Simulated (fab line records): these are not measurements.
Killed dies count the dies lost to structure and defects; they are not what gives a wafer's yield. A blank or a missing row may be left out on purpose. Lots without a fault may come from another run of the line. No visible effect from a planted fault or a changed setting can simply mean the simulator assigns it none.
What tool caused it? + flow gf180mcu + 36 wafers sampled from 12 lots at 1 step of a route of 602

== WHAT EACH GAUGE READ, for each wafer ==
GF_V1_THK_MEAS_03.
| lot  | measured     | on            | V1_CVD_02_THK (nm) |
|------|--------------|---------------|--------------------|
| L075 | day 17 17:08 | film_metro-03 | 829 849 855        |
| L077 | day 18 04:13 | film_metro-02 | 853 852 855        |
| L079 | day 19 04:10 | film_metro-04 | 849 865 864        |
| L081 | day 19 18:28 | film_metro-04 | 856 867 863        |
| L083 | day 20 13:35 | film_metro-04 | 838 842 849        |
| L085 | day 21 03:04 | film_metro-02 | 838 837 855        |
| L087 | day 21 20:00 | film_metro-03 | 835 830 846        |
| L089 | day 22 18:16 | film_metro-04 | 848 861 854        |
| L091 | day 23 06:39 | film_metro-02 | 833 849 846        |
| L093 | day 23 21:05 | film_metro-02 | 835 853 846        |
| L095 | day 24 13:54 | film_metro-03 | 835 844 863        |
| L097 | day 25 03:07 | film_metro-04 | 831 822 845        |

== WHICH TOOL RAN EACH LOT (tool, then ch and the chambers of the sampled wafers, then the start) ==
There is no process step in the record ahead of these readings.

== THE ANSWER, worked out from the rows above alone ==
Rule: the usual values come from the lots themselves. The widest of any qualifying gaps counts: lots, ordered by their means at a reading, are off when they make up no more than a third of the lots, leave a main group of 4 or more, and stand apart from it by 3 or more times the standard deviation of that group's means. A main group whose means are all the same, to the digits that the tables above print for the reading, isn't used. A lot without any number at a reading at which 4 lots or more have one is off too. All remaining lots with rows at the step are treated as sound.
No lot is off on any of the readings shown, so nothing can be concluded from this.

== WHAT THE SIMULATOR HAD INSERTED ==
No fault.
